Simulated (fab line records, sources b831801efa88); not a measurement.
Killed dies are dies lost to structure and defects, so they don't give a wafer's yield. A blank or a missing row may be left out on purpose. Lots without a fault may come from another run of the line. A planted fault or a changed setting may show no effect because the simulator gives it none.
Tool commonality check | flow sky130 | 12 lots, 36 wafers sampled

WHY IT WAS OPENED
At SKY_VIA1_THK_MEAS_01 the reading VIA1_HDPCVD_THK is flagged on 2 of 12 lots. Wafers without a fault read 1040 nm, standard deviation 9.4.
Rule: a lot is flagged when every wafer of it that has a number lies more than 4 standard deviations from that mean, or none has a number. The other lots count as sound.

lot  | measured     | on            | VIA1_HDPCVD_THK (nm), wafer by wafer | flag
L386 | day 32 10:42 | film_metro-02 | 1041 1036 1057                       |
L387 | day 33 05:40 | film_metro-01 | 1041 1048 1062                       |
L389 | day 34 06:48 | film_metro-01 | 1041 1032 1031                       |
L392 | day 35 05:23 | film_metro-02 | 1051 1049 1045                       |
L393 | day 35 06:42 | film_metro-01 | 1024 1022 1033                       |
L394 | day 35 18:51 | film_metro-01 | 1042 1042 1044                       |
L396 | day 36 17:17 | film_metro-02 | 1031 1032 1037                       |
L401 | day 37 18:17 | film_metro-01 | 1043 1042 1026                       |
L406 | day 39 04:32 | film_metro-03 | 838 832 831                          | FLAGGED
L407 | day 39 11:10 | film_metro-03 | 844 851 840                          | FLAGGED
L408 | day 39 19:56 | film_metro-02 | 1045 1048 1052                       |
L409 | day 39 21:41 | film_metro-01 | 1040 1034 1044                       |
The numbers of the flagged lots are 839 nm on average: -201 nm against the usual, or -21 standard deviations.

WHICH TOOL RAN EACH LOT
The record holds 2 process steps before the reading, out of a route of 708 steps. In each cell: the tool, then ch and the chambers that the sampled wafers went through, then the start.
lot  | flag    | SKY_SD_N_RTA_14                  | SKY_VIA1_HDPCVD_00
L386 |         | rtp_anneal-02 ch 0, day 27 10:10 | hdpcvd-01 ch 0,1,2, day 32 10:35
L387 |         | rtp_anneal-01 ch 0, day 28 08:47 | hdpcvd-02 ch 0,1, day 33 05:32
L389 |         | rtp_anneal-01 ch 0, day 29 10:04 | hdpcvd-02 ch 0,1, day 34 06:40
L392 |         | rtp_anneal-01 ch 0, day 30 09:25 | hdpcvd-02 ch 0,1,2, day 35 05:16
L393 |         | rtp_anneal-02 ch 0, day 30 10:53 | hdpcvd-01 ch 0,1, day 35 06:34
L394 |         | rtp_anneal-02 ch 0, day 30 23:35 | hdpcvd-02 ch 0,2, day 35 18:43
L396 |         | rtp_anneal-01 ch 0, day 31 23:03 | hdpcvd-02 ch 0,1, day 36 17:10
L401 |         | rtp_anneal-01 ch 0, day 33 00:52 | hdpcvd-01 ch 0,1, day 37 18:10
L406 | FLAGGED | rtp_anneal-02 ch 0, day 34 15:46 | hdpcvd-02 ch 0,1, day 39 04:25
L407 | FLAGGED | rtp_anneal-01 ch 0, day 34 21:09 | hdpcvd-02 ch 0,2, day 39 11:03
L408 |         | rtp_anneal-02 ch 0, day 35 06:54 | hdpcvd-01 ch 1,2, day 39 19:49
L409 |         | rtp_anneal-01 ch 0, day 35 08:52 | hdpcvd-01 ch 0,1, day 39 21:34
What these steps do:
- SKY_SD_N_RTA_14: time 2 s.
- SKY_VIA1_HDPCVD_00: deposits SiO2, target thk 1030 nm, time 171.7 s.
- SKY_VIA1_THK_MEAS_01

FLAGGED OVER TOTAL, TOOL BY TOOL (the gauges that took the reading come last)
step                 | tool          | lots run | flagged | share of the flagged lots | sound lots run after its first flagged lot
SKY_SD_N_RTA_14      | rtp_anneal-01 | 7        | 1       | some                      | 1 (L409)
SKY_SD_N_RTA_14      | rtp_anneal-02 | 5        | 1       | some                      | 1 (L408)
SKY_VIA1_HDPCVD_00   | hdpcvd-01     | 5        | 0       | none                      | -
SKY_VIA1_HDPCVD_00   | hdpcvd-02     | 7        | 2       | all                       | 0
SKY_VIA1_THK_MEAS_01 | film_metro-01 | 6        | 0       | none                      | -
SKY_VIA1_THK_MEAS_01 | film_metro-02 | 4        | 0       | none                      | -
SKY_VIA1_THK_MEAS_01 | film_metro-03 | 2        | 2       | all                       | 0

WHAT THE TABLE ALLOWS
2 rows of the table ran every flagged lot: hdpcvd-02 at SKY_VIA1_HDPCVD_00, film_metro-03 at SKY_VIA1_THK_MEAS_01.
- hdpcvd-02 at SKY_VIA1_HDPCVD_00: 2 of its 7 lots flagged. Its last sound lot is L396 (day 36 17:10), its first flagged lot L406 (day 39 04:25): a fault that began between those two fits. Its own readings lie more than 4 standard deviations out on every wafer of the flagged lots: sih4_flow_sccm.
- film_metro-03 at SKY_VIA1_THK_MEAS_01: 2 of its 2 lots flagged. It ran no sound lot before its first flagged lot in this sample, so the start can't be narrowed down.
Counting lots can't tell these 2 tools apart, because each fits a fault that began at some hour. More lots, or a look at what each step does to the wafer, might.

WHAT THE SIMULATOR HAD PUT IN
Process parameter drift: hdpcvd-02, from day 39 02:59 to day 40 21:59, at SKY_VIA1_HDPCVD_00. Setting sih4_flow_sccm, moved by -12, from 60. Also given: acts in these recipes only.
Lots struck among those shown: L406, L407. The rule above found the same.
